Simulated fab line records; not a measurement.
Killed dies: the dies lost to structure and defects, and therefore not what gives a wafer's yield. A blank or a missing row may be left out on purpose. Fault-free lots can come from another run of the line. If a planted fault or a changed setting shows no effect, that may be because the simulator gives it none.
Which tool did it? -- flow sky130 -- 33 wafers sampled from 11 lots at 1 step of a route of 708

## WHAT THE GAUGES READ, wafer by wafer
SKY_LI_CONTACT_RS_MEAS_22: uses a four-point probe to measure.
lot,measured,on,LI_CONTACT_W_RS (ohm/sq)
L641,day 29 10:38,film-metro-02,0.2875 0.2857 0.2837
L643,day 29 21:28,film-metro-02,0.2866 0.2890 0.2868
L644,day 30 03:49,film-metro-01,0.2832 0.2858 0.2882
L645,day 30 11:01,film-metro-02,0.2816 0.2823 0.2826
L650,day 32 05:07,film-metro-02,0.2825 0.2832 0.2845
L652,day 32 21:29,film-metro-02,0.2843 0.2835 0.2853
L653,day 33 05:10,film-metro-01,0.2843 0.2814 0.2815
L661,day 35 14:02,film-metro-02,0.2827 0.2883 0.2844
L662,day 35 23:07,film-metro-04,0.2877 0.2856 0.2874
L663,day 36 05:14,film-metro-04,0.2868 0.2856 0.2873
L664,day 36 10:47,film-metro-02,0.2877 0.2875 0.2873

## TOOL THAT RAN EACH LOT (tool first, then ch and the chambers of the sampled wafers, then the start)
The record holds no process step before these readings.

## THE ANSWER, worked out from the rows above alone
Rule: the usual values come from the lots themselves. Put in order of their means at a reading, lots are off if they are a third of the lots or fewer, leave a main group of 4 or more, and stand apart from it by a gap of 3 or more times the standard deviation of the main group's means; of several such gaps the widest counts. A main group whose means are all the same, to the digits that the tables above print for the reading, isn't used. Also off: a lot with no number at a reading for which 4 or more lots have one. The other lots that the step has rows for count as sound.
No lot is off on any of the readings shown, so nothing can be concluded from this.

## WHAT THE SIMULATOR HAD PUT IN
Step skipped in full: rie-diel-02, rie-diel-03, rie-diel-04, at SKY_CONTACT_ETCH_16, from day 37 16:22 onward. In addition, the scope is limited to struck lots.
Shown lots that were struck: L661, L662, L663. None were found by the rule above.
